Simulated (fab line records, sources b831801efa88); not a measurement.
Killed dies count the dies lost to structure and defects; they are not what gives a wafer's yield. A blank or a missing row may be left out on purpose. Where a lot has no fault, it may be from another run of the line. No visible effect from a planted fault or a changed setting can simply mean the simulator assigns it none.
Which of the tools did it?    flow sky130    12 lots with 36 wafers sampled at 2 steps, on a route of 708 steps

## WHAT EACH GAUGE READ, for each wafer
SKY_VIA1_CD_MEAS_12 targets a cd of 150 nm.
lot   measured      on         cd nm (nm)
L075  day 34 12:13  cd sem-01  148.0 149.0 149.6
L077  day 35 08:44  cd sem-01  154.4 151.8 153.8
L078  day 36 06:05  cd sem-02  150.2 148.8 150.2
L081  day 36 12:56  cd sem-01  148.4 147.3 147.3
L083  day 37 01:38  cd sem-02  147.4 148.4 149.4
L085  day 37 16:32  cd sem-02  150.0 149.2 148.6
L086  day 38 00:45  cd sem-01  149.7 151.2 153.0
L089  day 38 13:50  cd sem-02  148.4 149.9 149.7
L091  day 39 09:47  cd sem-01  150.1 148.5 152.0
L093  day 39 23:47  cd sem-02  149.5 150.6 149.1
L094  day 40 12:41  cd sem-02  149.6 148.2 150.4
L097  day 41 03:27  cd sem-01  151.0 151.2 152.2

## TOOL THAT RAN EACH LOT (tool first, then ch and the chambers of the sampled wafers, then the start)
lot   SKY_LI_CONTACT_ETCH_15
L075  rie diel-04 ch 0,1,3, day 29 17:28
L077  rie diel-04 ch 2,3, day 30 15:25
L078  rie diel-04 ch 0,3, day 31 11:11
L081  rie diel-04 ch 1,3, day 31 18:38
L083  rie diel-03 ch 0,1,3, day 32 10:23
L085  rie diel-02 ch 1,2,3, day 33 00:02
L086  rie diel-02 ch 0,1,2, day 33 10:43
L089  rie diel-02 ch 1,2,3, day 34 00:14
L091  rie diel-02 ch 0,1,2, day 34 21:59
L093  rie diel-03 ch 1,2,3, day 35 11:11
L094  rie diel-03 ch 2,3, day 36 01:32
L097  rie diel-02 ch 0,2,3, day 36 16:40
- SKY_LI_CONTACT_ETCH_15: etches PSG in C4F8/O2/Ar, stops on Si, target depth 600 nm.

## THE ANSWER, worked out from the rows above alone
Rule: the usual values come from the lots themselves. Put in order of their means at a reading, lots are off if they are a third of the lots or fewer, leave a main group of 4 or more, and stand apart from it by a gap of 3 or more times the standard deviation of the main group's means; of several such gaps the widest counts. The tables above print the reading to a certain number of digits; a main group whose means all agree to those digits is not used. Also off: a lot with no number at a reading for which 4 or more lots have one. The other lots that the step has rows for count as sound.
Across all readings shown, no lot is off: no conclusion can be drawn from this.

## WHAT HAD BEEN PUT IN BY THE SIMULATOR
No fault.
